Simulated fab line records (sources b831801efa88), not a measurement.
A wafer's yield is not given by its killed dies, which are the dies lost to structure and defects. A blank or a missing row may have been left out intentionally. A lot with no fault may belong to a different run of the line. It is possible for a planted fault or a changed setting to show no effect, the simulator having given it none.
The tool behind it: which one?	flow gf180mcu	Sampling: 7 lots, 21 wafers, 2 of 602 route steps

WHAT THE GAUGES SHOWED, per wafer
GF_POLY_GATE_CD_MEAS_10: target cd 280 nm.
lot	measured	on	cd-nm (nm)
L367	day 9 19:04	cd-sem-01	278.5 278.2 279.3
L369	day 10 06:35	cd-sem-01	280.0 279.3 280.0
L371	day 10 22:08	cd-sem-01	282.6 281.8 281.1
L375	day 12 04:49	cd-sem-01	274.6 273.6 274.0
L384	day 14 21:26	cd-sem-01	279.3 279.1 280.0
L386	day 15 12:56	cd-sem-02	281.0 281.6 281.1
L388	day 16 06:53	cd-sem-02	279.6 280.5 279.1

WHICH TOOL RAN EACH LOT (tool, then ch and the chambers of the sampled wafers, then the start)
lot	GF_POLY_GATE_SOFTBAKE_06
L367	litho-track-04 ch 0, day 9 10:00
L369	litho-track-01 ch 0, day 9 22:00
L371	litho-track-02 ch 0, day 10 12:00
L375	litho-track-01 ch 0, day 11 19:00
L384	litho-track-01 ch 0, day 14 11:00
L386	litho-track-02 ch 0, day 15 01:00
L388	litho-track-04 ch 0, day 15 19:00
- GF_POLY_GATE_SOFTBAKE_06: time 60 s.

THE ANSWER, worked out from the rows above alone
Rule: usual is defined by the lots themselves. The widest of any qualifying gaps counts: lots, ordered by their means at a reading, are off when they make up no more than a third of the lots, leave a main group of 4 or more, and stand apart from it by 3 or more times the standard deviation of that group's means. Not used: any main group whose means are identical at the precision the tables above print for the reading. Also off: a lot with no number at a reading for which 4 or more lots have one. Where the step has rows for the other lots, those lots are counted as sound.
Off, at GF_POLY_GATE_CD_MEAS_10 on cd-nm: L375. For the main group the mean is 280.1 nm and the standard deviation 1.1.
If a tool, at a process step before that reading, ran all the lots that are off and no sound lot after the first of them, it fits. The gauges at GF_POLY_GATE_CD_MEAS_10 are tried like those tools. No candidate that was tried fits.

WHAT WAS PUT IN BY THE SIMULATOR
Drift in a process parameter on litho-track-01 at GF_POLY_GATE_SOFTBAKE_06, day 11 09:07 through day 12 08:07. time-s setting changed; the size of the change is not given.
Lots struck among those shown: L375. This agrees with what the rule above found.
